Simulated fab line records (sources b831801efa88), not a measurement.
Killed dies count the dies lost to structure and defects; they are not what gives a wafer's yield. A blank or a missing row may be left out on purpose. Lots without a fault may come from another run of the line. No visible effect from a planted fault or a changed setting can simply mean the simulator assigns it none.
A struck lot beside a sound one -- flow sky130 -- 16 out of 708 route steps
Sound: wafers L841.1, L841.4, L841.5. The struck wafers were L848.4, L848.5, L848.6. The cause comes at the end.
Order at every step that has rows: each side's tool, ch and its chambers, its first start. Under that, the readings that differ: sound wafers -- struck wafers -- difference of the means -- sigmas: that difference in standard deviations of wafers without a fault.
alike: same words and numbers on both sides, and readings whose means sit less than 2 such deviations apart. not compared: any withheld reading, any reading some wafer has no value for, any bound like >300 that may hide the same value, and any number with overlapping values for which the record gives no deviation.
A row with sigmas, a row that says differs or no value, or rows on one side alone: a step with any of these is where the two part. Numbers that have no deviation but don't overlap get no sigmas and don't part them. A reading that every wafer of one side lacks parts them only if that side has two wafers or more.

first, 1 step without rows for these wafers: SKY_VT_ADJUST_NCORE_IMPLANT_09.
SKY_VT_ADJUST_NCORE_STRIP_10: strips in O2/N2.
  sound on plasma_asher-04 ch 0,1, day 11 19:22; struck on plasma_asher-04 ch 0,1, day 14 08:06
  alike: chamber_pressure_mTorr, drypump_motor_current_A, oes_product_au, strip_time_to_endpoint_s
  not compared: rf_hours_counter_h
SKY_VT_ADJUST_NCORE_TW_MEAS_11:
  sound on film_metro-01 at day 11 19:28; struck on film_metro-01 at day 14 08:12
  alike: VT_ADJUST_NCORE_TW
then, 7 steps without rows for these wafers: SKY_VT_ADJUST_HVTR_DEHYDRATE_00 (time 60 s); SKY_VT_ADJUST_HVTR_HMDS_01 (prime time 60 s); SKY_VT_ADJUST_HVTR_COAT_02 (resist thk 1140 nm); SKY_VT_ADJUST_HVTR_SOFTBAKE_03 (time 60 s); SKY_VT_ADJUST_HVTR_EXPOSE_04 (exposes mask HVTRM, target cd 380 nm); SKY_VT_ADJUST_HVTR_PEB_05; SKY_VT_ADJUST_HVTR_DEVELOP_06 (develop time 60 s).
SKY_VT_ADJUST_HVTR_CD_MEAS_07: the cd target is 380 nm.
  sound on cd_sem-01 at day 12 21:11; struck on cd_sem-01 at day 15 06:51
  alike: cd_nm
SKY_VT_ADJUST_HVTR_OVL_MEAS_08:
  sound on overlay-01 at day 12 21:18; struck on overlay-02 at day 15 06:56
  alike: VT_ADJUST_HVTR_OVL
SKY_VT_ADJUST_HVTR_IMPLANT_09:
  sound on implanter-03 ch 0, day 12 21:20; struck on implanter-03 ch 0, day 15 07:01
reading,sound,struck,difference,sigmas
dose_ions_cm2,2.1022e+12 2.1013e+12 2.1008e+12,1.3121e+12 1.3135e+12 1.3127e+12,-7.8867e+11,-99 or more
faraday_current_uA,12.29 12.22 11.87,7.39 7.35 7.63,-4.67,-21
  alike: beam_on_s
SKY_VT_ADJUST_HVTR_STRIP_10: strips in O2/N2.
  sound on plasma_asher-03 ch 0,1, day 12 21:29; struck on plasma_asher-02 ch 0,1, day 15 07:08
  alike: chamber_pressure_mTorr, drypump_motor_current_A, oes_product_au, strip_time_to_endpoint_s
  not compared: rf_hours_counter_h
SKY_VT_ADJUST_HVTR_TW_MEAS_11:
  sound on film_metro-04 at day 12 21:35; struck on film_metro-04 at day 15 07:27
reading,sound,struck,difference,sigmas
VT_ADJUST_HVTR_TW,213.0 213.0 212.8,187.1 186.3 187.2,-26.1,-10
  not compared: hold
-- here the record skips 36 days between the struck wafers' starts before and after, leaving off in module VT_ADJUST_HVTR and picking up in module PAD_OPEN (first step shown: number 708 of the route) --
SKY_PAD_OPEN_PROBE_99:
  sound on prober-01 at day 48 22:39; struck on prober-02 at day 50 22:13
reading,sound,struck,difference,sigmas
model.etest.pfet_01v8_mvt.drive_ua_um,154.1 154.5 153.6,132.4 132.9 131.4,-21.8,
model.etest.pfet_01v8_mvt.off_log10_a_um,-10.45 -10.4 -10.52,-12.6 -12.55 -12.64,-2.1,
model.etest.pfet_01v8_mvt.vt_sat_v (V),-0.5647 -0.5579 -0.5599,-0.7353 -0.7345 -0.7365,-0.1746,
model.etest.pfet_01v8_mvt.vt_v (V),-0.6482 -0.6487 -0.6464,-0.7942 -0.7943 -0.7939,-0.1464,
model.etest.pfet_01v8_mvt.vt_long_v (V),-0.8517 -0.8517 -0.85,-0.9888 -0.9875 -0.9883,-0.1371,
  alike: killed_at_M0_to_M3, killed_at_M4_up, killed_at_contacts, killed_at_front_end, killed_at_other, killed_dies, killed_on_rim, killed_open, killed_short

== WHERE THEY PART ==
First at SKY_VT_ADJUST_HVTR_IMPLANT_09; last, within this record, at SKY_VT_ADJUST_HVTR_TW_MEAS_11. Later steps at which nothing parts them and some readings are alike: SKY_PAD_OPEN_PROBE_99.

WHY: what had been put in by the simulator
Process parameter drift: implanter-03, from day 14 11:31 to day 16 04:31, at SKY_VT_ADJUST_HVTR_IMPLANT_09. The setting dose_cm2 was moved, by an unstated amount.
